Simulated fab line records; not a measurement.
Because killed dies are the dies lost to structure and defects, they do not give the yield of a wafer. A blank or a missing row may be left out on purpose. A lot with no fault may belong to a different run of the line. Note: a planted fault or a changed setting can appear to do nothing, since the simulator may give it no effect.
Comparing a struck lot with a sound one || flow sky130 || 20 steps out of a route of 708
Sound: these wafers, L961.2, L961.4, L961.5. Struck: wafer L971.5 (left out: L971.1, L971.4 of the same lot, which were not struck); the cause appears at the end.
Order at every step that has rows: each side's tool, ch and its chambers, its first start. Under that, the readings that differ: sound wafers || struck wafers || difference of the means || sigmas: that difference in standard deviations of wafers without a fault.
alike: words and numbers the same on both sides, and readings whose means are apart by under 2 such deviations; not compared: readings that were withheld, readings missing a value for some wafer, numbers with overlapping values and no deviation given by the record, and bounds like >300 which may hide the same value.
Wherever a step has rows on one side only, a row that says differs or no value, or a row with sigmas, the two part there. Numbers that have no deviation but don't overlap get no sigmas and don't part them. Lack of a reading on every wafer of one side parts them only where that side has two or more wafers.

SKY_CAP2M_METAL_ETCH_13: etches TiN in Cl2/BCl3, stops on SiO2, target depth 220 nm, time 62.9 s.
  sound on rie_metal-02 ch 0,1, day 42 09:13; struck on rie_metal-04 ch 0, day 44 16:43
  alike: drypump_motor_current_A, oes_product_au, throttle_valve_pct
  not compared: rf_hours_counter_h
SKY_CAP2M_STRIP_14: strips in O2/N2.
  sound on plasma_asher-02 ch 1, day 42 09:18; struck on plasma_asher-02 ch 0, day 44 16:48
{"reading": "drypump_motor_current_A (A)", "sound": "5.61 5.58 5.61", "struck": 5.32, "difference": -0.28, "sigmas": -2}
  alike: oes_product_au, strip_time_to_endpoint_s
  not compared: rf_hours_counter_h
then, 10 steps without rows for these wafers: SKY_CAP2M_STRIP_15 (strips in post etch residue remover, time 1200 s); SKY_CAP2M_CLEAN_16 (cleans in IPA, time 180 s); SKY_CAP2M_CLEAN_17 (cleans in O3/DIW); SKY_METAL4_DEHYDRATE_05 (time 60 s); SKY_METAL4_HMDS_06 (prime time 60 s); SKY_METAL4_COAT_07 (resist thk 60 nm); SKY_METAL4_COAT_08 (resist thk 1140 nm); SKY_METAL4_SOFTBAKE_09 (time 90 s); SKY_METAL4_EXPOSE_10 (exposes mask MM4, target cd 300 nm); SKY_METAL4_PEB_11.
SKY_METAL4_DEVELOP_12: develop time 60 s.
  sound on litho_track-03 ch 0, day 43 08:00; struck on litho_track-04 ch 0, day 45 15:00
SKY_METAL4_CD_MEAS_13 targets a cd of 300 nm.
  struck on cd_sem-02, day 45 15:22; sound on cd_sem-02, day 43 08:52
  alike: cd_nm
SKY_METAL4_OVL_MEAS_14:
  struck on overlay-01, day 45 15:29; sound on overlay-01, day 43 08:58
  alike: METAL4_OVL
SKY_METAL4_DESCUM_15: chemistry O2, time 8 s.
  sound on rie_metal-04 ch 0, day 43 09:01; struck on rie_metal-03 ch 0, day 45 15:32
{"reading": "model.METAL4.cd_nm (nm)", "sound": "300.3 301.1 299", "struck": 296.9, "difference": -3.2, "sigmas": ""}
  alike: drypump_motor_current_A, oes_product_au
  not compared: rf_hours_counter_h
SKY_METAL4_ETCH_16: etches BARC in N2/H2, stops on SiO2, time 88.2 s, target depth 60 nm.
  sound on rie_metal-04 ch 0, day 43 09:05; struck on rie_metal-03 ch 0, day 45 15:35
  alike: drypump_motor_current_A, h2_flow_sccm, oes_product_au, throttle_valve_pct
  not compared: rf_hours_counter_h
SKY_METAL4_ETCH_17: etches SiO2 in C4F8/O2/Ar, stops on TiN, time 3.9 s, target depth 15 nm.
  sound on rie_diel-04 ch 0,1, day 43 09:16; struck on rie_diel-04 ch 1, day 45 15:47
{"reading": "model.METAL4.cd_nm (nm)", "sound": "301 300.7 298.8", "struck": 296.6, "difference": -3.6, "sigmas": ""}
  alike: oes_product_au
  not compared: rf_hours_counter_h
SKY_METAL4_METAL_ETCH_18: etches the open film in Cl2/BCl3, stops on SiO2, target depth 845 nm, time 183.1 s.
  sound on rie_metal-03 ch 0,1, day 43 09:17; struck on rie_metal-01 ch 1, day 45 15:49
  alike: drypump_motor_current_A, oes_product_au, throttle_valve_pct
  not compared: rf_hours_counter_h
after that, 1 step had no rows for these wafers: SKY_PAD_OPEN_PROBE_99.

WHERE THEY PART
At SKY_CAP2M_STRIP_14 and nowhere else, as far as this record goes. Later steps at which nothing parts them and some readings are alike: SKY_METAL4_CD_MEAS_13, SKY_METAL4_OVL_MEAS_14, SKY_METAL4_DESCUM_15, SKY_METAL4_ETCH_16, SKY_METAL4_ETCH_17, SKY_METAL4_METAL_ETCH_18.

WHY: the cause the simulator had injected
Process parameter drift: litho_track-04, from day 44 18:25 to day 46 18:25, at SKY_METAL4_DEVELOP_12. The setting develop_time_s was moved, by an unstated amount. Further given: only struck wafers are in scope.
